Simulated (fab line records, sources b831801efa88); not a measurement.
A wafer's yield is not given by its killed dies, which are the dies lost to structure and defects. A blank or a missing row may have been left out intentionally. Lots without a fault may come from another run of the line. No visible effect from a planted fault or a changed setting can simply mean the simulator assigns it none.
Which tool was responsible? -- flow sky130 -- 11 lots with 33 wafers sampled at 5 steps, on a route of 708 steps

WHAT THE GAUGES SHOWED, per wafer
SKY_LDD_P_OVL_MEAS_08.
lot,measured,on,LDD_P_OVL (nm)
L696,day 19 03:46,overlay-02,-1.5 -2.5 -2.2
L700,day 20 16:25,overlay-02,-1.2 -3.1 -2.2
L701,day 20 13:01,overlay-02,-0.1 -1.4 0.2
L703,day 21 09:28,overlay-01,-1.3 -1.9 -2.0
L707,day 23 03:43,overlay-01,-1.1 -0.5 -0.1
L709,day 23 20:03,overlay-02,0.7 -1.4 -0.2
L710,day 24 07:22,overlay-01,-0.1 0.0 -0.9
L711,day 24 13:00,overlay-01,-0.1 0.6 -1.2
L713,day 25 07:16,overlay-02,-2.6 -3.3 -3.0
L714,day 25 15:19,overlay-01,-0.7 -0.2 0.4
L716,day 26 09:03,overlay-02,-1.3 -2.1 -1.1

SKY_LDD_HVN_TW_MEAS_10.
lot,measured,on,LDD_HVN_TW
L696,day 20 10:38,film metro-02,1440 1441 1448
L700,day 21 23:38,film metro-02,1435 1435 1440
L701,day 21 19:13,film metro-02,1441 1439 1443
L703,day 22 16:08,film metro-01,1442 1446 1447
L707,day 24 10:05,film metro-02,1492 1489 1489
L709,day 25 02:19,film metro-02,1488 1482 1489
L710,day 25 13:58,film metro-01,1451 1449 1461
L711,day 25 19:11,film metro-02,1432 1444 1438
L713,day 26 13:32,film metro-03,1428 1432 1434
L714,day 26 20:52,film metro-02,1439 1447 1451
L716,day 27 14:04,film metro-01,1452 1454 1449

WHAT TOOL EACH LOT RAN ON (gives the tool, then ch and the chambers of the sampled wafers, and finally the start)
lot,SKY_GATE_OXIDE_STRIP_13,SKY_LDD_P_STRIP_10,SKY_LDD_HVN_IMPLANT_08
L696,"plasma asher-02 ch 0,1, day 13 22:38","plasma asher-01 ch 0, day 19 03:56","implanter-03 ch 0, day 20 10:25"
L700,"plasma asher-01 ch 0,1, day 15 05:09","plasma asher-03 ch 0,1, day 20 16:37","implanter-01 ch 0, day 21 23:25"
L701,"plasma asher-03 ch 0,1, day 15 07:11","plasma asher-03 ch 0,1, day 20 13:12","implanter-01 ch 0, day 21 18:59"
L703,"plasma asher-03 ch 0,1, day 16 01:40","plasma asher-03 ch 0,1, day 21 09:38","implanter-03 ch 0, day 22 15:55"
L707,"plasma asher-01 ch 0,1, day 17 12:55","plasma asher-01 ch 0,1, day 23 03:54","implanter-01 ch 0, day 24 09:52"
L709,"plasma asher-01 ch 0, day 18 10:28","plasma asher-03 ch 0,1, day 23 20:14","implanter-01 ch 0, day 25 02:04"
L710,"plasma asher-03 ch 0, day 18 20:13","plasma asher-01 ch 0,1, day 24 07:33","implanter-04 ch 0, day 25 13:44"
L711,"plasma asher-03 ch 0,1, day 19 02:04","plasma asher-02 ch 0,1, day 24 13:11","implanter-04 ch 0, day 25 18:58"
L713,"plasma asher-03 ch 0,1, day 19 20:37","plasma asher-02 ch 0,1, day 25 07:27","implanter-04 ch 0, day 26 13:18"
L714,"plasma asher-01 ch 1, day 20 05:14","plasma asher-03 ch 0,1, day 25 15:29","implanter-03 ch 0, day 26 20:38"
L716,"plasma asher-03 ch 0,1, day 21 02:11","plasma asher-02 ch 0,1, day 26 09:14","implanter-03 ch 0, day 27 13:49"
- SKY_GATE_OXIDE_STRIP_13: strips in O2/N2.
- SKY_LDD_P_STRIP_10: strips in O2/N2.
- SKY_LDD_HVN_IMPLANT_08

WHAT THE TOOLS THEMSELVES READ (means of the sampled wafers that have a number; where no wafer has one, the mark that the record gives instead)
SKY_GATE_OXIDE_STRIP_13.
lot,tool,chamber pressure mTorr (mTorr),drypump motor current A (A),oes product au (a.u.),strip time to endpoint s (s)
L696,plasma asher-02,1500.4,5.6,0.724,14.18
L700,plasma asher-01,1499.8,5.4,0.714,14.13
L701,plasma asher-03,1499.6,5.9,0.715,14.18
L703,plasma asher-03,1499.6,5.9,0.716,14.19
L707,plasma asher-01,1499.4,5.5,0.715,14.19
L709,plasma asher-01,1499.8,5.3,0.721,14.15
L710,plasma asher-03,1499.7,6.6,0.712,14.21
L711,plasma asher-03,1500.1,5.9,0.721,14.18
L713,plasma asher-03,1500.0,5.9,0.713,14.14
L714,plasma asher-01,1500.0,5.6,0.711,14.22
L716,plasma asher-03,1499.4,6.3,0.718,14.18

SKY_LDD_P_STRIP_10.
lot,tool,chamber pressure mTorr (mTorr),drypump motor current A (A),oes product au (a.u.),strip time to endpoint s (s)
L696,plasma asher-01,1498.9,5.3,0.716,14.20
L700,plasma asher-03,1500.1,6.2,0.723,14.20
L701,plasma asher-03,1500.3,6.3,0.711,14.24
L703,plasma asher-03,1498.5,6.3,0.721,14.25
L707,plasma asher-01,1500.9,5.4,0.715,14.18
L709,plasma asher-03,1500.8,5.9,0.717,14.17
L710,plasma asher-01,1499.5,5.5,0.712,14.16
L711,plasma asher-02,1500.9,5.6,0.715,14.20
L713,plasma asher-02,1499.4,5.6,0.714,14.14
L714,plasma asher-03,1499.5,5.9,0.717,14.18
L716,plasma asher-02,1499.9,5.4,0.715,14.17

SKY_LDD_HVN_IMPLANT_08.
lot,tool,beam energy keV,beam on s (s)
L696,implanter-03,60.014,9.93
L700,implanter-01,59.999,9.86
L701,implanter-01,60.014,9.77
L703,implanter-03,59.988,10.26
L707,implanter-01,67.756,9.88
L709,implanter-01,67.746,10.09
L710,implanter-04,60.017,9.82
L711,implanter-04,60.006,10.08
L713,implanter-04,59.996,10.00
L714,implanter-03,59.984,10.01
L716,implanter-03,60.009,9.91

THE ANSWER, worked out from the rows above alone
Rule: usual is defined by the lots themselves. The widest of any qualifying gaps counts: lots, ordered by their means at a reading, are off when they make up no more than a third of the lots, leave a main group of 4 or more, and stand apart from it by 3 or more times the standard deviation of that group's means. Not used: any main group whose means are identical at the precision the tables above print for the reading. A lot without any number at a reading at which 4 lots or more have one is off too. Where the step has rows for the other lots, those lots are counted as sound. Order of review: gauges by route order, followed by the tools' own readings, for which a lot's mean as printed above is used. At the first step where some lot is off, the reading lying furthest off is the one used; lots without a number count as furthest.
Off: at SKY_LDD_HVN_TW_MEAS_10 (LDD_HVN_TW), L707, L709. The main group: mean 1443, standard deviation 6.7.
A tool fits if, at a process step before that reading, it ran every lot that is off, and no sound lot after the first of them. The gauges at SKY_LDD_HVN_TW_MEAS_10 aren't tried: what is off there is off at SKY_LDD_HVN_IMPLANT_08 too, on other tools, and a gauge's error can't cause that. One fits: SKY_LDD_HVN_IMPLANT_08 on implanter-01. Its last sound lot is L700 (day 21 23:25), its first lot that is off L707 (day 24 09:52): a fault that began between those two fits.
The tool's own readings at SKY_LDD_HVN_IMPLANT_08 bear it out: on the lots that are off they differ by more than 5 times the standard deviation of the sound lots' means. beam energy keV reads 67.751 there against 60.003 on the sound lots.

WHAT THE SIMULATOR HAD INSERTED
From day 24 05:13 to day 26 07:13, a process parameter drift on implanter-01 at SKY_LDD_HVN_IMPLANT_08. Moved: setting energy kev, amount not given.
Struck lots among those shown: L707, L709. The same result came from the rule above.
